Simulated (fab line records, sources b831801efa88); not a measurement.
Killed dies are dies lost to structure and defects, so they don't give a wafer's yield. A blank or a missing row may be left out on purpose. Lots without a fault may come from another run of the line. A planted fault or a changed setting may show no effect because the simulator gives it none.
Which tool did it? | flow sky130 | 11 lots, 33 wafers sampled, at 4 steps of a route of 708

WHAT THE GAUGES READ, wafer by wafer
SKY_SONOS_ONO_THK_MEAS_01.
lot  | measured     | on            | SONOS_ONO_OXIDATION_THK (nm)
L833 | day 11 12:59 | film_metro-04 | 2.59 2.62 2.60
L835 | day 12 05:26 | film_metro-03 | 2.60 2.68 2.66
L836 | day 12 13:28 | film_metro-04 | 3.78 3.84 3.73
L837 | day 12 19:00 | film_metro-02 | 2.64 2.68 2.65
L838 | day 13 02:47 | film_metro-04 | 3.78 3.80 3.80
L847 | day 16 01:44 | film_metro-04 | 2.61 2.63 2.51
L848 | day 16 08:40 | film_metro-04 | 2.62 2.63 2.57
L851 | day 17 04:28 | film_metro-02 | 2.55 2.59 2.61
L852 | day 17 14:35 | film_metro-02 | 2.60 2.65 2.58
L855 | day 19 01:10 | film_metro-03 | 2.61 2.64 2.56
L856 | day 19 04:00 | film_metro-04 | 2.66 2.61 2.67

WHICH TOOL RAN EACH LOT (tool, then ch and the chambers of the sampled wafers, then the start)
lot  | SKY_FIELD_ISO_ETCH_17           | SKY_VT_ADJUST_HVTP_STRIP_10          | SKY_SONOS_ONO_OXIDATION_00
L833 | rie_si-02 ch 0,3, day 2 04:36   | plasma_asher-04 ch 0,1, day 6 03:57  | furnace-02 ch 0, day 11 11:38
L835 | rie_si-01 ch 0,1,3, day 2 16:06 | plasma_asher-04 ch 0,1, day 6 19:56  | furnace-01 ch 0, day 12 04:05
L836 | rie_si-01 ch 0,1,2, day 2 20:03 | plasma_asher-03 ch 0,1, day 7 00:15  | furnace-01 ch 0, day 12 12:06
L837 | rie_si-01 ch 0,1,2, day 3 02:49 | plasma_asher-02 ch 0,1, day 7 04:44  | furnace-02 ch 0, day 12 17:38
L838 | rie_si-01 ch 0,2, day 3 08:37   | plasma_asher-04 ch 0,1, day 7 11:45  | furnace-01 ch 0, day 13 01:26
L847 | rie_si-01 ch 2,3, day 5 08:28   | plasma_asher-03 ch 0,1, day 9 18:27  | furnace-02 ch 0, day 16 00:23
L848 | rie_si-02 ch 1,3, day 5 10:46   | plasma_asher-04 ch 0, day 10 02:38   | furnace-01 ch 0, day 16 07:20
L851 | rie_si-02 ch 0,2,3, day 6 02:43 | plasma_asher-04 ch 0,1, day 10 15:53 | furnace-01 ch 0, day 17 03:05
L852 | rie_si-01 ch 2,3, day 6 07:39   | plasma_asher-02 ch 0,1, day 10 23:38 | furnace-01 ch 0, day 17 13:14
L855 | rie_si-01 ch 0,2,3, day 7 00:37 | plasma_asher-03 ch 0,1, day 12 00:36 | furnace-01 ch 0, day 18 23:48
L856 | rie_si-02 ch 1,2,3, day 7 05:25 | plasma_asher-03 ch 0,1, day 12 04:02 | furnace-01 ch 0, day 19 02:39
- SKY_FIELD_ISO_ETCH_17: etches Si in HBr/Cl2/O2, target depth 342 nm, time 97.7 s.
- SKY_VT_ADJUST_HVTP_STRIP_10: strips in O2/N2.
- SKY_SONOS_ONO_OXIDATION_00: stabilise 600 s, purge 300 s, target thk 2.6 nm.

THE ANSWER, worked out from the rows above alone
Rule: what is usual is taken from the lots themselves. Put in order of their means at a reading, lots are off if they are a third of the lots or fewer, leave a main group of 4 or more, and stand apart from it by a gap of 3 or more times the standard deviation of the main group's means; of several such gaps the widest counts. A main group whose means are all the same, to the digits that the tables above print for the reading, isn't used. A lot without any number at a reading at which 4 lots or more have one is off too. The other lots that the step has rows for count as sound.
Off: L836, L838, at SKY_SONOS_ONO_THK_MEAS_01 (SONOS_ONO_OXIDATION_THK). The main group: mean 2.62 nm, standard deviation 0.026.
A tool fits if, at a process step before that reading, it ran every lot that is off, and no sound lot after the first of them. The gauges at SKY_SONOS_ONO_THK_MEAS_01 are tried like those tools. None of those tried fits.

WHAT THE SIMULATOR HAD PUT IN
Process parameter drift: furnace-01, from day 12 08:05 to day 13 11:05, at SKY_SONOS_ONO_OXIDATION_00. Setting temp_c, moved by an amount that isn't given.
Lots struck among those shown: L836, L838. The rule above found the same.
